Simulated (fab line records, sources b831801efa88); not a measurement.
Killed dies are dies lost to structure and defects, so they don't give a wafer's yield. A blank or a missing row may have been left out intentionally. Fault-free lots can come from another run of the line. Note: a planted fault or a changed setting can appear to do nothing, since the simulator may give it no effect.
A lot that was struck, set against a sound lot    flow sky130    14 steps out of a route of 708
Sound: these wafers, L845.1, L845.3, L845.4. Struck: wafers L850.2, L850.4, L850.6. Last of all comes the cause.
For every step that has rows: the tool of each side, followed by ch and its chambers, followed by its first start. Under that, the readings that differ: sound wafers    struck wafers    difference of the means    sigmas: that difference in standard deviations of wafers without a fault.
alike: readings whose means differ by less than 2 such deviations, and words and numbers that are the same on both sides. not compared: withheld readings, readings that some wafer has no value for, bounds like >300 that may hide the same value, and numbers for which the record gives no deviation and whose values overlap.
The two part at a step that has a row with sigmas, a row that says differs or no value, or rows on one side only. When numbers do not overlap yet have no deviation, they are printed without sigmas and do not part them. Lack of a reading on every wafer of one side parts them only where that side has two or more wafers.

SKY_NWELL_OVL_MEAS_23:
  sound: overlay-02 at day 8 13:20; struck: overlay-01 at day 9 15:08
  alike: NWELL_01_OVL
following that, these wafers have no rows for 1 step: SKY_NWELL_IMPLANT_24.
SKY_NWELL_STRIP_25: strips in O2/N2.
  sound on plasmaAsher-02 ch 0,1, day 8 13:31; struck on plasmaAsher-04 ch 0,1, day 9 15:19
reading                   sound        struck       difference  sigmas
drypumpMotorCurrentA (A)  5.0 5.0 5.6  6.0 6.0 6.1  +0.8        +2
  alike: chamberPressureMTorr, oesProductAu, stripTimeToEndpointS
  not compared: rfHoursCounterH
SKY_NWELL_TW_MEAS_26:
  sound: filmMetro-01 at day 8 13:37; struck: filmMetro-01 at day 9 15:25
  alike: NWELL_2_TW
then, 1 step without rows for these wafers: SKY_NWELL_CLEAN_27 (cleans in SC1/SC2, time 150 s).
SKY_NWELL_RTA_28: time 30 s.
  sound on rtpAnneal-01 ch 0, day 8 13:44; struck on rtpAnneal-02 ch 0, day 9 15:32
  alike: lampPowerPct, wafer_temp_C_max
SKY_NWELL_RS_MEAS_29: the measuring method here is four-point-probe.
  sound: filmMetro-04 at day 8 13:56; struck: filmMetro-01 at day 9 15:38
  alike: NWELL_RS
SKY_NWELL_RS_MEAS_31: the measuring method here is four-point-probe.
  sound: filmMetro-04 at day 8 14:10; struck: filmMetro-01 at day 9 15:53
reading           sound           struck          difference  sigmas
PWDE_RS (ohm/sq)  5293 5312 5314  5282 5268 5251  -39         -2
then, 3 steps without rows for these wafers: SKY_VT_ADJUST_HVTP_DEHYDRATE_00 (time 60 s); SKY_VT_ADJUST_HVTP_HMDS_01 (prime time 60 s); SKY_VT_ADJUST_HVTP_COAT_02 (resist thk 1140 nm).
SKY_VT_ADJUST_HVTP_SOFTBAKE_03: time 60 s.
  sound on lithoTrack-04 ch 0, day 9 00:28; struck on lithoTrack-03 ch 0, day 10 02:52
reading                sound              struck             difference  sigmas
heaterPowerTotalW (W)  56.53 56.59 56.62  55.16 55.25 55.13  -1.40       -29
plateTempC (C)         90.11 90.08 90.15  88.20 88.32 88.33  -1.83       -15
then, 1 step without rows for these wafers: SKY_VT_ADJUST_HVTP_EXPOSE_04 (exposes mask HVTPM, target cd 380 nm).
-- record jumps: 40 days separate the struck wafers' starts on either side; left off in module VT_ADJUST_HVTP, taken up again in module PAD_OPEN, whose first shown step is the route's number 708 --
SKY_PAD_OPEN_PROBE_99:
  only the struck wafers here have rows in the record (prober-02, day 50 03:54); the sound ones have none

WHERE THEY PART
At SKY_NWELL_STRIP_25 first; at SKY_PAD_OPEN_PROBE_99 last (within this record only).

WHY: what the simulator had put in
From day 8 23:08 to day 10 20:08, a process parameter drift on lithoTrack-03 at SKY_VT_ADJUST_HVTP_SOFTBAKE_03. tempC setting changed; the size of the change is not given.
